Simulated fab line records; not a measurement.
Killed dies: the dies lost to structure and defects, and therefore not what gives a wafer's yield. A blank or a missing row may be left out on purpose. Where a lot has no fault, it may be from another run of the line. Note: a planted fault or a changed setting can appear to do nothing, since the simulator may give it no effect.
Which tool did it? ; flow sky130 ; 11 lots, 31 wafers sampled, at 5 steps of a route of 708

== WHAT THE GAUGES SHOWED, per wafer ==
SKY_LI_CONTACT_RS_MEAS_22: measures by four-point-probe. Usual: LI_CONTACT_W_RS gives 0.284 ohm/sq (standard deviation 0.0037).
lot;measured;on;LI_CONTACT_W_RS (ohm/sq);flag
L800;day 29 00:33;film metro-03;0.279 0.279 0.283;
L801;day 29 16:41;film metro-03;0.287 0.287 0.287;
L802;day 29 21:25;film metro-04;0.285 0.284 0.289;
L803;day 30 04:36;film metro-02;0.282 0.288 0.290;
L808;day 33 05:26;film metro-02;0.203 0.288 0.203 0.287;OFF
L809;day 33 05:54;film metro-04;0.209 0.281 0.209 0.282;OFF
L812;day 34 05:52;film metro-03;0.286 0.284 0.286;
L816;day 34 21:55;film metro-03;0.282 0.278 0.282;
L818;day 35 22:12;film metro-04;0.282 0.280 0.284;
L820;day 36 06:19;film metro-03;0.279 0.284 0.290;
L821;day 36 07:29;film metro-03;0.284 0.285 0.283;

SKY_LOCAL_INTERCONNECT_OVL_MEAS_12. Usual: LOCAL_INTERCONNECT_OVL gives -2 nm (standard deviation 4.8).
lot;measured;on;LOCAL_INTERCONNECT_OVL (nm);flag
L800;day 30 05:38;overlay-01;-1 -4 -3;
L801;day 30 20:36;overlay-01;2 -9 -3;
L802;day 31 01:25;overlay-01;-5 -7 1;
L803;day 31 09:14;overlay-01;2 7 0;
L808;day 34 07:56;overlay-01;1 6;
L809;day 34 08:35;overlay-02;-1 -5;
L812;day 35 07:55;overlay-01;-4 5 8;
L816;day 36 00:59;overlay-01;-8 -10 -7;
L818;day 37 00:41;overlay-02;-3 3 -1;
L820;day 37 08:52;overlay-01;3 -3 -5;
L821;day 37 09:26;overlay-02;4 -3 -1;

== WHAT TOOL EACH LOT RAN ON (gives the tool, then ch and the chambers of the sampled wafers, and finally the start) ==
lot;SKY_LI_CONTACT_SPUTTER_19;SKY_LI_CONTACT_CVD_21;SKY_LI_CONTACT_CMP_24
L800;pvd sputter-02, day 29 00:17;cvd w-02 ch 0,1, day 29 00:25;cmp-02 ch 2,3, day 29 00:47
L801;pvd sputter-04, day 29 16:24;cvd w-02 ch 0, day 29 16:32;cmp-02 ch 1,2, day 29 16:50
L802;pvd sputter-03, day 29 21:09;cvd w-01 ch 0,1, day 29 21:17;cmp-01 ch 0,3, day 29 21:35
L803;pvd sputter-02, day 30 04:20;cvd w-02 ch 0,1, day 30 04:28;cmp-02 ch 0,1, day 30 04:47
L808;pvd sputter-02, day 33 05:05;cvd w-02 ch 0,1, day 33 05:19;cmp-02 ch 0,3, day 33 15:11
L809;pvd sputter-02, day 33 05:38;cvd w-02 ch 0,1, day 33 05:46;cmp-01 ch 1,2, day 33 12:46
L812;pvd sputter-02, day 34 05:29;cvd w-01 ch 0, day 34 05:37;cmp-01 ch 0,1,3, day 34 06:05
L816;pvd sputter-02, day 34 21:39;cvd w-01 ch 0,1, day 34 21:47;cmp-02 ch 1,2, day 34 22:05
L818;pvd sputter-04, day 35 21:56;cvd w-01 ch 0, day 35 22:04;cmp-01 ch 0,1, day 35 22:23
L820;pvd sputter-02, day 36 06:03;cvd w-02 ch 0,1, day 36 06:11;cmp-01 ch 1,2,3, day 36 06:32
L821;pvd sputter-03, day 36 07:14;cvd w-01 ch 0,1, day 36 07:22;cmp-01 ch 0,2,3, day 36 07:46
- SKY_LI_CONTACT_SPUTTER_19: material Ti, target thk 20 nm, time 106.37 s.
- SKY_LI_CONTACT_CVD_21: deposits W, target thk 400 nm, time 120.56 s.
- SKY_LI_CONTACT_CMP_24: polishes, stops on PSG, t overpolish 20 s, target thk 0 nm.

== AS READ BY THE TOOLS THEMSELVES (means over the sampled wafers that have a number; for cases with no such wafer, the mark the record gives instead) ==
SKY_LI_CONTACT_SPUTTER_19. Usual: throttle valve pct reads 29.6 % (standard deviation 0.84).
lot;tool;throttle valve pct (%);flag
L800;pvd sputter-02;29.3;
L801;pvd sputter-04;30.4;
L802;pvd sputter-03;29.6;
L803;pvd sputter-02;29.2;
L808;pvd sputter-02;29.4;
L809;pvd sputter-02;29.0;
L812;pvd sputter-02;28.7;
L816;pvd sputter-02;29.3;
L818;pvd sputter-04;30.9;
L820;pvd sputter-02;29.1;
L821;pvd sputter-03;29.3;

SKY_LI_CONTACT_CVD_21. Usual: heater power w reads 848 W (standard deviation 51).
lot;tool;heater power w (W);flag
L800;cvd w-02;839;
L801;cvd w-02;887;
L802;cvd w-01;825;
L803;cvd w-02;867;
L808;cvd w-02;871;
L809;cvd w-02;864;
L812;cvd w-01;772;
L816;cvd w-01;876;
L818;cvd w-01;778;
L820;cvd w-02;884;
L821;cvd w-01;809;

SKY_LI_CONTACT_CMP_24. Usual: motor current A 10.7 A, standard deviation 0.7; platen rpm 59.99 rpm, standard deviation 0.039; time to endpoint s 96 s, standard deviation 4.3.
lot;tool;motor current A (A);platen rpm (rpm);time to endpoint s (s);flag
L800;cmp-02;10.3;59.99;90;
L801;cmp-02;10.6;60.02;93;
L802;cmp-01;10.1;60.01;90;
L803;cmp-02;10.4;59.98;89;
L808;cmp-02;10.4;59.98;114;OFF
L809;cmp-01;11.8;59.95;116;OFF
L812;cmp-01;10.3;60.00;102;
L816;cmp-02;10.8;60.00;97;
L818;cmp-01;10.4;60.01;100;
L820;cmp-01;11.3;60.05;100;
L821;cmp-01;10.7;59.98;96;

== THE ANSWER, worked out from the rows above alone ==
Rule: a lot is off if the mean of its wafers that have a number lies more than 3 standard deviations from the usual mean. A lot without any number at a reading at which 4 lots or more have one is off too. Where the step has rows for the other lots, those lots are counted as sound. First the gauges in route order, then the tools' own readings, where a lot's mean is used as printed above. The first step at which some lot is off is used, and at that step the reading that is off furthest; a lot without a number counts as furthest.
Off: at SKY_LI_CONTACT_RS_MEAS_22 (LI_CONTACT_W_RS), L808, L809.
A tool fits if, at a process step before that reading, it ran every lot that is off, and no sound lot after the first of them. Not tried: the gauges at SKY_LI_CONTACT_RS_MEAS_22; whatever is off there is also off at SKY_LI_CONTACT_CMP_24, on other tools, and gauge error can't account for it. Of those tried, none fits.

== WHAT THE SIMULATOR HAD PUT IN ==
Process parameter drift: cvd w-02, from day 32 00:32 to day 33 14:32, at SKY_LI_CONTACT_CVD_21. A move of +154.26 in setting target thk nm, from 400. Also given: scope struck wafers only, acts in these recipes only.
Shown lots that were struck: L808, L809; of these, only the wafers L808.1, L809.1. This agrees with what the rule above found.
